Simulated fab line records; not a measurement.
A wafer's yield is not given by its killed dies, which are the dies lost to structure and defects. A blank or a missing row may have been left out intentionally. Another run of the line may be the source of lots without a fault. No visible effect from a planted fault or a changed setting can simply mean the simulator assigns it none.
The tool behind it: which one? -- flow gf180mcu -- 13 lots with 39 wafers sampled at 2 steps, on a route of 602 steps

== WHAT THE GAUGES SHOWED, per wafer ==
GF_M2_OVL_MEAS_15.
lot,measured,on,M2_OVL (nm)
L621,day 19 03:00,overlay-02,-11 -6 -8
L622,day 19 12:38,overlay-01,3 3 3
L624,day 20 18:05,overlay-02,-3 2 -6
L625,day 21 14:32,overlay-02,1 1 0
L626,day 22 05:02,overlay-01,-8 -9 -12
L627,day 22 18:26,overlay-01,-4 -11 -4
L629,day 23 09:14,overlay-02,-1 3 1
L638,day 25 15:58,overlay-01,-14 2 -7
L639,day 25 23:00,overlay-02,-1 0 -2
L640,day 26 08:32,overlay-02,3 4 5
L641,day 26 09:14,overlay-01,-9 -8 -6
L642,day 26 17:52,overlay-01,-4 2 -1
L643,day 27 01:04,overlay-02,5 -5 -2

== EACH LOT AND THE TOOL THAT RAN IT (in order: tool; ch and the chambers of the sampled wafers; start) ==
lot,GF_HV_LDD_ETCHBACK_58
L621,"rie-diel-02 ch 1,2,3, day 12 12:11"
L622,"rie-diel-04 ch 2,3, day 12 20:41"
L624,"rie-diel-02 ch 1,2,3, day 13 21:02"
L625,"rie-diel-04 ch 0,1,2, day 14 15:41"
L626,"rie-diel-01 ch 0,1,3, day 15 03:20"
L627,"rie-diel-04 ch 0,3, day 15 15:08"
L629,"rie-diel-02 ch 0,2,3, day 16 02:05"
L638,"rie-diel-02 ch 0,2, day 18 14:02"
L639,"rie-diel-02 ch 0,2,3, day 19 00:09"
L640,"rie-diel-04 ch 1,2,3, day 19 09:14"
L641,"rie-diel-02 ch 1,3, day 19 13:08"
L642,"rie-diel-04 ch 1,2,3, day 19 21:19"
L643,"rie-diel-01 ch 0,2, day 20 05:22"
- GF_HV_LDD_ETCHBACK_58: etches Si3N4 in CH3F/O2, stops on SiO2, time 100 s, target depth 90 nm.

== WHAT THE TOOLS THEMSELVES READ (means of the sampled wafers that have a number; where no wafer has one, the mark that the record gives instead) ==
GF_HV_LDD_ETCHBACK_58.
lot,tool,bias-w (W),drypump-motor-current-A (A),oes-product-au (a.u.),throttle-valve-pct (%)
L621,rie-diel-02,80.01,5.8,0.842,10.558
L622,rie-diel-04,79.63,5.9,0.845,10.557
L624,rie-diel-02,80.23,5.8,0.852,10.560
L625,rie-diel-04,79.78,5.6,0.851,10.560
L626,rie-diel-01,80.30,6.0,0.840,10.555
L627,rie-diel-04,80.04,5.7,0.842,10.549
L629,rie-diel-02,79.93,5.8,0.844,10.561
L638,rie-diel-02,80.40,5.9,0.847,10.563
L639,rie-diel-02,79.80,5.8,0.849,10.559
L640,rie-diel-04,79.84,5.8,0.842,10.569
L641,rie-diel-02,80.17,6.0,0.840,10.556
L642,rie-diel-04,80.48,5.8,0.843,10.562
L643,rie-diel-01,80.09,5.9,0.843,10.561

== THE ANSWER, worked out from the rows above alone ==
Rule: what is usual is taken from the lots themselves. Put in order of their means at a reading, lots are off if they are a third of the lots or fewer, leave a main group of 4 or more, and stand apart from it by a gap of 3 or more times the standard deviation of the main group's means; of several such gaps the widest counts. If all means in a main group match to the digits the tables above print for the reading, that group is not used. Also off: a lot with no number at a reading for which 4 or more lots have one. The other lots that the step has rows for count as sound. First the gauges in route order, then the tools' own readings, where a lot's mean is used as printed above. At the first step where some lot is off, the reading lying furthest off is the one used; lots without a number count as furthest.
Across all readings shown, no lot is off: no conclusion can be drawn from this.

== WHAT WAS PUT IN BY THE SIMULATOR ==
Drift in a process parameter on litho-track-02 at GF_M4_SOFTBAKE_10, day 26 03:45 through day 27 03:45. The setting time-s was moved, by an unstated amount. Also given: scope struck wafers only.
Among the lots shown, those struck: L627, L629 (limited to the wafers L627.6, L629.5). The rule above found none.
